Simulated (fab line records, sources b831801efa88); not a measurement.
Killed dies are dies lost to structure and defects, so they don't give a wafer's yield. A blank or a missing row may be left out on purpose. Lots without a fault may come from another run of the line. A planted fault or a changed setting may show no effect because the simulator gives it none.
Which tool did it? | flow sky130 | 14 lots, 42 wafers sampled, at 7 steps of a route of 708

WHAT THE GAUGES READ, wafer by wafer
The record holds no reading of a measuring or inspecting step that can be judged against a usual standard deviation.

WHICH TOOL RAN EACH LOT (tool, then ch and the chambers of the sampled wafers, then the start)
lot  | SKY_LI_CONTACT_ETCH_14             | SKY_CONTACT_SPUTTER_23       | SKY_METAL1_METAL_ETCH_19          | SKY_VIA2_ETCH_14                   | SKY_VIA2_ETCH_15                   | SKY_VIA2_STRIP_16                    | SKY_METAL3_SPUTTER_00
L668 | rie_diel-02 ch 0,2,3, day 28 23:56 | pvd_sputter-02, day 31 11:16 | rie_metal-04 ch 0,1, day 32 16:44 | rie_diel-04 ch 1,2,3, day 36 04:24 | rie_diel-04 ch 1,2,3, day 36 04:26 | plasma_asher-03 ch 0,1, day 36 04:30 | pvd_sputter-04, day 36 05:46
L669 | rie_diel-02 ch 0,2, day 29 09:32   | pvd_sputter-02, day 31 19:37 | rie_metal-02 ch 1, day 33 00:38   | rie_diel-04 ch 0,1,2, day 36 12:12 | rie_diel-04 ch 0,1,2, day 36 12:14 | plasma_asher-04 ch 0,1, day 36 12:18 | pvd_sputter-02, day 36 13:42
L670 | rie_diel-02 ch 0,1,2, day 29 16:32 | pvd_sputter-03, day 32 04:14 | rie_metal-04 ch 0,1, day 33 08:31 | rie_diel-04 ch 0,1,2, day 36 19:23 | rie_diel-04 ch 0,1,2, day 36 19:26 | plasma_asher-04 ch 0,1, day 36 19:29 | pvd_sputter-01, day 36 20:49
L672 | rie_diel-01 ch 2,3, day 30 17:08   | pvd_sputter-04, day 33 04:07 | rie_metal-02 ch 1, day 34 07:38   | rie_diel-04 ch 1,2, day 37 18:14   | rie_diel-04 ch 1,2, day 37 18:17   | plasma_asher-02 ch 0,1, day 37 18:20 | pvd_sputter-02, day 37 19:44
L675 | rie_diel-01 ch 1,3, day 31 16:32   | pvd_sputter-04, day 34 02:01 | rie_metal-02 ch 0, day 35 05:47   | rie_diel-02 ch 1,3, day 38 14:29   | rie_diel-02 ch 1,3, day 38 14:32   | plasma_asher-03 ch 0,1, day 38 14:35 | pvd_sputter-04, day 38 16:07
L676 | rie_diel-02 ch 0,1,2, day 31 17:38 | pvd_sputter-03, day 34 04:07 | rie_metal-04 ch 0,1, day 35 07:02 | rie_diel-03 ch 0,2,3, day 38 15:38 | rie_diel-03 ch 0,2,3, day 38 15:41 | plasma_asher-02 ch 0,1, day 38 15:47 | pvd_sputter-02, day 38 17:01
L677 | rie_diel-02 ch 2,3, day 32 19:59   | pvd_sputter-04, day 35 02:46 | rie_metal-04 ch 0,1, day 36 05:10 | rie_diel-03 ch 0,3, day 39 12:54   | rie_diel-03 ch 0,3, day 39 12:56   | plasma_asher-02 ch 0,1, day 39 13:00 | pvd_sputter-02, day 39 14:16
L678 | rie_diel-03 ch 0,1,2, day 32 21:05 | pvd_sputter-03, day 35 06:04 | rie_metal-01 ch 0,1, day 36 08:59 | rie_diel-02 ch 1,2, day 39 16:41   | rie_diel-02 ch 1,2, day 39 16:44   | plasma_asher-04 ch 0,1, day 39 16:47 | pvd_sputter-04, day 39 18:04
L681 | rie_diel-02 ch 0,2,3, day 33 20:01 | pvd_sputter-03, day 36 02:07 | rie_metal-02 ch 0,1, day 37 05:13 | rie_diel-02 ch 0,2,3, day 40 12:28 | rie_diel-02 ch 0,2,3, day 40 12:31 | plasma_asher-03 ch 0,1, day 40 12:37 | pvd_sputter-01, day 40 13:51
L682 | rie_diel-02 ch 0,2,3, day 34 04:23 | pvd_sputter-02, day 36 11:44 | rie_metal-04 ch 0,1, day 37 14:43 | rie_diel-02 ch 1,2,3, day 40 20:11 | rie_diel-02 ch 1,2,3, day 40 20:14 | plasma_asher-04 ch 0,1, day 40 20:20 | pvd_sputter-02, day 40 21:34
L683 | rie_diel-01 ch 0,1,3, day 34 11:41 | pvd_sputter-02, day 36 19:09 | rie_metal-04 ch 0, day 37 22:14   | rie_diel-04 ch 0,1, day 41 05:21   | rie_diel-04 ch 0,1, day 41 05:23   | plasma_asher-04 ch 0,1, day 41 05:27 | pvd_sputter-01, day 41 06:44
L684 | rie_diel-01 ch 2,3, day 34 12:53   | pvd_sputter-02, day 36 20:47 | rie_metal-04 ch 0,1, day 37 23:23 | rie_diel-03 ch 0,1,3, day 41 04:56 | rie_diel-03 ch 0,1,3, day 41 04:59 | plasma_asher-04 ch 0,1, day 41 05:03 | pvd_sputter-04, day 41 06:26
L687 | rie_diel-01 ch 0,2,3, day 35 19:23 | pvd_sputter-02, day 38 02:40 | rie_metal-04 ch 0,1, day 39 04:20 | rie_diel-04 ch 0,2, day 42 07:48   | rie_diel-04 ch 0,2, day 42 07:50   | plasma_asher-02 ch 0,1, day 42 07:54 | pvd_sputter-01, day 42 09:10
L688 | rie_diel-01 ch 0,3, day 36 04:05   | pvd_sputter-02, day 38 09:43 | rie_metal-01 ch 0,1, day 39 12:04 | rie_diel-04 ch 0,1,2, day 42 16:35 | rie_diel-04 ch 0,1,2, day 42 16:38 | plasma_asher-02 ch 0,1, day 42 16:49 | pvd_sputter-02, day 42 18:03
- SKY_LI_CONTACT_ETCH_14: etches BARC in N2/H2, stops on SiO2, time 45.9 s, target depth 60 nm.
- SKY_CONTACT_SPUTTER_23: material TiN, target thk 20 nm, time 77.13 s.
- SKY_METAL1_METAL_ETCH_19: etches the open film in Cl2/BCl3, stops on SiO2, target depth 360 nm, time 78 s.
- SKY_VIA2_ETCH_14: etches BARC in N2/H2, stops on SiO2, time 45.9 s, target depth 60 nm.
- SKY_VIA2_ETCH_15: etches SiO2 in C4F8/O2/Ar, stops on TiN, target depth 546 nm, time 84 s.
- SKY_VIA2_STRIP_16: strips in O2/N2.
- SKY_METAL3_SPUTTER_00: material Ti, target thk 15 nm, time 10 s.

WHAT THE TOOLS THEMSELVES READ (means of the sampled wafers that have a number; where no wafer has one, the mark that the record gives instead)
SKY_LI_CONTACT_ETCH_14. Usual: drypump_motor_current_A 5.8 A, standard deviation 0.44; oes_product_au 0.856 a.u., standard deviation 0.0047; throttle_valve_pct 13.224 %, standard deviation 0.0084.
lot  | tool        | drypump_motor_current_A (A) | oes_product_au (a.u.) | throttle_valve_pct (%) | flag
L668 | rie_diel-02 | 5.8                         | 0.853                 | 13.220                 |
L669 | rie_diel-02 | 5.8                         | 0.857                 | 13.226                 |
L670 | rie_diel-02 | 5.9                         | 0.854                 | 13.230                 |
L672 | rie_diel-01 | 5.9                         | 0.857                 | 13.226                 |
L675 | rie_diel-01 | 6.1                         | 0.857                 | 13.229                 |
L676 | rie_diel-02 | 5.9                         | 0.857                 | 13.224                 |
L677 | rie_diel-02 | 5.6                         | 0.852                 | 13.226                 |
L678 | rie_diel-03 | 6.0                         | 0.852                 | 13.217                 |
L681 | rie_diel-02 | 5.8                         | 0.855                 | 13.224                 |
L682 | rie_diel-02 | 5.8                         | 0.854                 | 13.223                 |
L683 | rie_diel-01 | 5.9                         | 0.850                 | 13.222                 |
L684 | rie_diel-01 | 5.9                         | 0.854                 | 13.214                 |
L687 | rie_diel-01 | 5.7                         | 0.855                 | 13.220                 |
L688 | rie_diel-01 | 6.0                         | 0.852                 | 13.238                 |

SKY_CONTACT_SPUTTER_23. Usual: throttle_valve_pct 29.5 %, standard deviation 0.91.
lot  | tool           | throttle_valve_pct (%) | flag
L668 | pvd_sputter-02 | 28.5                   |
L669 | pvd_sputter-02 | 28.6                   |
L670 | pvd_sputter-03 | 29.7                   |
L672 | pvd_sputter-04 | 30.4                   |
L675 | pvd_sputter-04 | 30.2                   |
L676 | pvd_sputter-03 | 29.6                   |
L677 | pvd_sputter-04 | 30.3                   |
L678 | pvd_sputter-03 | 29.9                   |
L681 | pvd_sputter-03 | 29.9                   |
L682 | pvd_sputter-02 | 29.3                   |
L683 | pvd_sputter-02 | 28.2                   |
L684 | pvd_sputter-02 | 28.6                   |
L687 | pvd_sputter-02 | 28.5                   |
L688 | pvd_sputter-02 | 28.2                   |

SKY_METAL1_METAL_ETCH_19. Usual: drypump_motor_current_A 5.5 A, standard deviation 0.45; oes_product_au 0.855 a.u., standard deviation 0.0052; throttle_valve_pct 22.264 %, standard deviation 0.0091.
lot  | tool         | drypump_motor_current_A (A) | oes_product_au (a.u.) | throttle_valve_pct (%) | flag
L668 | rie_metal-04 | 5.3                         | 0.856                 | 22.268                 |
L669 | rie_metal-02 | 5.8                         | 0.855                 | 22.259                 |
L670 | rie_metal-04 | 5.3                         | 0.849                 | 22.264                 |
L672 | rie_metal-02 | 5.8                         | 0.864                 | 22.261                 |
L675 | rie_metal-02 | 5.7                         | 0.850                 | 22.257                 |
L676 | rie_metal-04 | 5.3                         | 0.853                 | 22.266                 |
L677 | rie_metal-04 | 5.5                         | 0.858                 | 22.266                 |
L678 | rie_metal-01 | 6.0                         | 0.861                 | 22.271                 |
L681 | rie_metal-02 | 5.8                         | 0.855                 | 22.262                 |
L682 | rie_metal-04 | 5.3                         | 0.856                 | 22.265                 |
L683 | rie_metal-04 | 5.8                         | 0.856                 | 22.273                 |
L684 | rie_metal-04 | 5.3                         | 0.857                 | 22.257                 |
L687 | rie_metal-04 | 5.3                         | 0.859                 | 22.269                 |
L688 | rie_metal-01 | 5.6                         | 0.860                 | 22.269                 |

SKY_VIA2_ETCH_14. Usual: drypump_motor_current_A 5.8 A, standard deviation 0.39; oes_product_au 0.856 a.u., standard deviation 0.0045; throttle_valve_pct 13.225 %, standard deviation 0.0092.
lot  | tool        | drypump_motor_current_A (A) | oes_product_au (a.u.) | throttle_valve_pct (%) | flag
L668 | rie_diel-04 | 5.6                         | 0.857                 | 13.228                 |
L669 | rie_diel-04 | 5.7                         | 0.854                 | 13.220                 |
L670 | rie_diel-04 | 5.8                         | 0.854                 | 13.229                 |
L672 | rie_diel-04 | 5.5                         | 0.854                 | 13.221                 |
L675 | rie_diel-02 | 5.8                         | 0.859                 | 13.225                 |
L676 | rie_diel-03 | 5.5                         | 0.856                 | 13.229                 |
L677 | rie_diel-03 | 5.0                         | 0.855                 | 13.224                 |
L678 | rie_diel-02 | 5.7                         | 0.855                 | 13.229                 |
L681 | rie_diel-02 | 5.8                         | 0.854                 | 13.212                 |
L682 | rie_diel-02 | 5.7                         | 0.856                 | 13.221                 |
L683 | rie_diel-04 | 6.0                         | 0.854                 | 13.226                 |
L684 | rie_diel-03 | 5.5                         | 0.855                 | 13.230                 |
L687 | rie_diel-04 | 5.9                         | 0.760                 | 13.227                 | OFF
L688 | rie_diel-04 | 5.8                         | 0.812                 | 13.222                 | OFF

SKY_VIA2_ETCH_15. Usual: oes_product_au 0.940 a.u., standard deviation 0.0048.
lot  | tool        | oes_product_au (a.u.) | flag
L668 | rie_diel-04 | 0.943                 |
L669 | rie_diel-04 | 0.940                 |
L670 | rie_diel-04 | 0.941                 |
L672 | rie_diel-04 | 0.935                 |
L675 | rie_diel-02 | 0.940                 |
L676 | rie_diel-03 | 0.940                 |
L677 | rie_diel-03 | 0.944                 |
L678 | rie_diel-02 | 0.944                 |
L681 | rie_diel-02 | 0.941                 |
L682 | rie_diel-02 | 0.942                 |
L683 | rie_diel-04 | 0.936                 |
L684 | rie_diel-03 | 0.939                 |
L687 | rie_diel-04 | 0.561                 | OFF
L688 | rie_diel-04 | 0.755                 | OFF

SKY_VIA2_STRIP_16. Usual: drypump_motor_current_A 5.99 A, standard deviation 0.26; oes_product_au 0.400 a.u., standard deviation 0.0046; strip_time_to_endpoint_s 4.055 s, standard deviation 0.021.
lot  | tool            | drypump_motor_current_A (A) | oes_product_au (a.u.) | strip_time_to_endpoint_s (s) | flag
L668 | plasma_asher-03 | 6.15                        | 0.398                 | 4.079                        |
L669 | plasma_asher-04 | 6.06                        | 0.399                 | 4.070                        |
L670 | plasma_asher-04 | 6.13                        | 0.398                 | 4.067                        |
L672 | plasma_asher-02 | 5.69                        | 0.402                 | 4.067                        |
L675 | plasma_asher-03 | 6.28                        | 0.403                 | 4.033                        |
L676 | plasma_asher-02 | 5.67                        | 0.399                 | 4.056                        |
L677 | plasma_asher-02 | 5.65                        | 0.402                 | 4.052                        |
L678 | plasma_asher-04 | 6.06                        | 0.402                 | 4.056                        |
L681 | plasma_asher-03 | 6.30                        | 0.397                 | 4.067                        |
L682 | plasma_asher-04 | 6.05                        | 0.403                 | 4.063                        |
L683 | plasma_asher-04 | 6.12                        | 0.400                 | 4.072                        |
L684 | plasma_asher-04 | 6.06                        | 0.403                 | 4.044                        |
L687 | plasma_asher-02 | 5.63                        | 0.406                 | 4.201                        | OFF
L688 | plasma_asher-02 | 5.63                        | 0.400                 | 4.134                        | OFF

SKY_METAL3_SPUTTER_00. Usual: throttle_valve_pct 29.4 %, standard deviation 0.99.
lot  | tool           | throttle_valve_pct (%) | flag
L668 | pvd_sputter-04 | 30.5                   |
L669 | pvd_sputter-02 | 28.8                   |
L670 | pvd_sputter-01 | 28.8                   |
L672 | pvd_sputter-02 | 28.6                   |
L675 | pvd_sputter-04 | 30.4                   |
L676 | pvd_sputter-02 | 28.7                   |
L677 | pvd_sputter-02 | 28.6                   |
L678 | pvd_sputter-04 | 30.4                   |
L681 | pvd_sputter-01 | 29.7                   |
L682 | pvd_sputter-02 | 28.6                   |
L683 | pvd_sputter-01 | 29.6                   |
L684 | pvd_sputter-04 | 30.1                   |
L687 | pvd_sputter-01 | 29.8                   |
L688 | pvd_sputter-02 | 28.4                   |

THE ANSWER, worked out from the rows above alone
Rule: a lot is off if the mean of its wafers that have a number lies more than 3 standard deviations from the usual mean. A lot without any number at a reading at which 4 lots or more have one is off too. The other lots that the step has rows for count as sound. The gauges are gone through in route order, then the tools' own readings, and for those a lot's mean is taken as printed above. The first step at which some lot is off is used, and at that step the reading that is off furthest; a lot without a number counts as furthest.
Off: L687, L688, at SKY_VIA2_ETCH_14 (oes_product_au).
A tool fits if, at that step or a process step before it, it ran every lot that is off, and no sound lot after the first of them. Can't be told from this: 3 tools fit, rie_diel-01 at SKY_LI_CONTACT_ETCH_14, pvd_sputter-02 at SKY_CONTACT_SPUTTER_23, rie_diel-04 at SKY_VIA2_ETCH_14.

WHAT THE SIMULATOR HAD PUT IN
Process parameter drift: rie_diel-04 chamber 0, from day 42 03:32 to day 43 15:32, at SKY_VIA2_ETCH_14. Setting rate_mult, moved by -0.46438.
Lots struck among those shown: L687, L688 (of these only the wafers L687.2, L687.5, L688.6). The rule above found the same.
